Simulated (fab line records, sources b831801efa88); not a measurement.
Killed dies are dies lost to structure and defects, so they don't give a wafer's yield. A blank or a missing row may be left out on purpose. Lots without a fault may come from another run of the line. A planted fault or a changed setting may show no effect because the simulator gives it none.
Chamber matching | flow gf180mcu | GF_V4_ETCH_16 on rie_diel-02: 4 sister chambers
The step etches BARC in N2/H2. 22 wafers are shown with their chamber, then 11 later ones without.

WAFERS WITH THEIR CHAMBER
wafer  | chamber | drypump_motor_current_A (A) | oes_product_au (a.u.) | throttle_valve_pct (%)
L074.1 | 1       | 5.93                        | 0.853                 | 13.239
L074.2 | 2       | 6.07                        | 0.848                 | 13.218
L074.3 | 0       | 5.78                        | 0.856                 | 13.237
L074.4 | 3       | 5.98                        | 0.851                 | 13.226
L074.5 | 3       | 5.98                        | 0.860                 | 13.234
L074.6 | 0       | 5.81                        | 0.853                 | 13.218
L076.1 | 2       | 6.05                        | 0.857                 | 13.235
L076.2 | 1       | 5.96                        | 0.858                 | 13.211
L076.4 | 0       | 5.76                        | 0.855                 | 13.222
L079.1 | 3       | 5.97                        | 0.856                 | 13.231
L079.3 | 0       | 5.77                        | 0.853                 | 13.242
L079.6 | 2       | 6.07                        | 0.850                 | 13.225
L080.3 | 2       | 6.09                        | 0.863                 | 13.234
L080.5 | 2       | 6.08                        | 0.856                 | 13.214
L080.6 | 3       | 5.97                        | 0.858                 | 13.228
L086.1 | 1       | 5.96                        | 0.856                 | 13.239
L086.2 | 3       | 5.98                        | 0.858                 | 13.222
L086.4 | 0       | 5.80                        | 0.854                 | 13.201
L093.1 | 3       | 5.96                        | 0.856                 | 13.216
L093.2 | 1       | 5.95                        | 0.851                 | 13.237
L093.3 | 2       | 6.06                        | 0.850                 | 13.218
L093.4 | 0       | 5.79                        | 0.851                 | 13.217

SIGNATURES (means of the wafers above)
reading                 | chamber 0 | chamber 1 | chamber 2 | chamber 3 | scatter within a chamber
drypump_motor_current_A | 5.7850    | 5.9500    | 6.0700    | 5.9733    | 0.0143
oes_product_au          | 0.85367   | 0.85450   | 0.85400   | 0.85650   | 0.00376
throttle_valve_pct      | 13.22283  | 13.23150  | 13.22400  | 13.22617  | 0.0112
Rule: a wafer's distance from a chamber is the root of the sum, over the readings, of the square of ((its reading less the chamber's mean) divided by the reading's scatter). The wafer belongs to the nearest chamber; if the next one is less than 2 further off, it can't be placed. The scatter: the root of (the sum of the squares of (reading less its chamber's mean) over the shown wafers, divided by (wafers less chambers)).

WAFERS WITHOUT THEIR CHAMBER
wafer  | drypump_motor_current_A (A) | oes_product_au (a.u.) | throttle_valve_pct (%)
L093.5 | 5.94                        | 0.855                 | 13.211
L093.6 | 6.10                        | 0.850                 | 13.220
L094.2 | 6.07                        | 0.846                 | 13.211
L094.4 | 5.93                        | 0.855                 | 13.225
L094.6 | 5.81                        | 0.850                 | 13.213
L095.1 | 6.04                        | 0.851                 | 13.239
L095.2 | 5.81                        | 0.856                 | 13.244
L095.3 | 5.95                        | 0.856                 | 13.222
L095.4 | 5.98                        | 0.852                 | 13.219
L095.5 | 6.06                        | 0.852                 | 13.235
L095.6 | 5.96                        | 0.865                 | 13.249

WHICH CHAMBER EACH WENT THROUGH
wafer  | from the rows above     | in truth
L093.5 | can't be placed: 1 or 3 | 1
L093.6 | 2                       | 2
L094.2 | 2                       | 2
L094.4 | can't be placed: 1 or 3 | 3
L094.6 | 0                       | 0
L095.1 | 2                       | 2
L095.2 | 0                       | 0
L095.3 | can't be placed: 1 or 3 | 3
L095.4 | can't be placed: 3 or 1 | 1
L095.5 | 2                       | 2
L095.6 | can't be placed: 3 or 1 | 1
Placed correctly: 6 of 11. Can't be placed from these rows: 5 (the true chamber is among the candidates in 5). Placed wrongly: 0.
